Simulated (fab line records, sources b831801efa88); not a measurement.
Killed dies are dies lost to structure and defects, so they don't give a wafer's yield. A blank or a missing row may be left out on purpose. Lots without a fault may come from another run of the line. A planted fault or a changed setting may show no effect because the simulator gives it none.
Split-lot experiment | flow gf180mcu | 5 lots, 27 wafers read, on a route of 602 steps

THE SPLIT
At GF_M2_SPUTTER_00 (material Ti, target thk 37.5 nm, time 150 s), the setting time_s was moved away from the recipe's 150 s on 9 of the 27 wafers read, by -59.8% to +35.6%. The other wafers ran this setting at the recipe's value.

The reading is taken at the split's own step.

THE READING
Ti_of_M2_SPUTTER_00.thk_nm (the simulator's own value, which no gauge read), in nm, at GF_M2_SPUTTER_00 (material Ti, target thk 37.5 nm, time 150 s). The file gives no usual value for it. The 18 wafers here that ran the recipe average 37.34 nm, standard deviation 0.36 nm.

wafer  | tool, chamber at the split | time_s as run, s | against the recipe | Ti_of_M2_SPUTTER_00.thk_nm, nm | against lot-mates on the recipe
L075.1 | pvd_sputter-03, -          | 150              | recipe             | 37                             | -
L075.2 | pvd_sputter-03, -          | 150              | recipe             | 37.1                           | -
L075.3 | pvd_sputter-03, -          | 150              | recipe             | 37.42                          | -
L075.4 | pvd_sputter-03, -          | 150              | recipe             | 36.97                          | -
L075.5 | pvd_sputter-03, -          | 150              | recipe             | 36.74                          | -
L075.6 | pvd_sputter-03, -          | 150              | recipe             | 37.54                          | -
L077.1 | pvd_sputter-02, -          | 150              | recipe             | 36.95                          | -
L077.2 | pvd_sputter-02, -          | 150              | recipe             | 37.1                           | -
L077.3 | pvd_sputter-02, -          | 60.32            | -59.8%             | 15.06                          | -22.22
L077.4 | pvd_sputter-02, -          | 150              | recipe             | 37.8                           | -
L077.5 | pvd_sputter-02, -          | 60.32            | -59.8%             | 14.12                          | -23.16
L077.6 | pvd_sputter-02, -          | 60.32            | -59.8%             | 14.98                          | -22.30
L080.1 | pvd_sputter-03, -          | 150              | recipe             | 37.22                          | -
L080.2 | pvd_sputter-03, -          | 150              | recipe             | 37.86                          | -
L080.3 | pvd_sputter-03, -          | 150              | recipe             | 37.61                          | -
L080.4 | pvd_sputter-03, -          | 203.4            | +35.6%             | 50.86                          | +13.30
L080.5 | pvd_sputter-03, -          | 203.4            | +35.6%             | 50.84                          | +13.28
L080.6 | pvd_sputter-03, -          | 203.4            | +35.6%             | 50.96                          | +13.40
L084.2 | pvd_sputter-02, -          | 150              | recipe             | 37.9                           | -
L084.5 | pvd_sputter-02, -          | 150              | recipe             | 37.85                          | -
L084.6 | pvd_sputter-02, -          | 150              | recipe             | 37.66                          | -
L085.1 | pvd_sputter-03, -          | 121.8            | -18.8%             | 30.11                          | -7.04
L085.2 | pvd_sputter-03, -          | 150              | recipe             | 37.33                          | -
L085.3 | pvd_sputter-03, -          | 121.8            | -18.8%             | 30.49                          | -6.66
L085.4 | pvd_sputter-03, -          | 150              | recipe             | 37.1                           | -
L085.5 | pvd_sputter-03, -          | 150              | recipe             | 37.02                          | -
L085.6 | pvd_sputter-03, -          | 121.8            | -18.8%             | 30.56                          | -6.59

THE FIT
A straight line over all 27 wafers: Ti_of_M2_SPUTTER_00.thk_nm changes by +0.379 nm for each +1% of time_s; r = +1.00; the points scatter about the line by 0.35 nm.
The same after taking each lot's own level away (the mean of its wafers on the recipe; 27 wafers): +0.376 nm for each +1%; r = +1.00; scatter 0.29 nm.
On that fit, the largest move of time_s shifts the reading by 22 nm.
The lots' own levels span 37.128 to 37.803 nm, that is 1.9 times the standard deviation above.
So the lot-to-lot level changes the slope little: the two slopes agree.
Check: with one of the wafers moved furthest among these (-59.8%) left out of the fit, the line predicts -22.5 nm for it against its lot-mates. It came out at -22.2 nm against them.

OTHER SPLITS ON THESE WAFERS
These wafers also went through other splits before the reading. Each is held against what the fit with the lots' levels taken away leaves over:
other split on the same wafers          | wafers away from the commonest value | r with Ti_of_M2_SPUTTER_00.thk_nm (lot level and that fit taken away)
GF_STI_OXIDATION_21 ox_time_s           | 18                                   | -0.17
GF_VT_IMPLANT_DEVELOP_28 develop_time_s | 9                                    | +0.04
GF_POLY_GATE_OXIDATION_16 ox_time_s     | 21                                   | +0.10
GF_SAB_DEVELOP_08 develop_time_s        | 6                                    | -0.34
GF_M1_SPUTTER_03 time_s                 | 9                                    | -0.05

THE FILE'S OWN FIT
Ti_of_M2_SPUTTER_00.thk_nm changes by +0.375 nm for each +1% of time_s, r = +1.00.
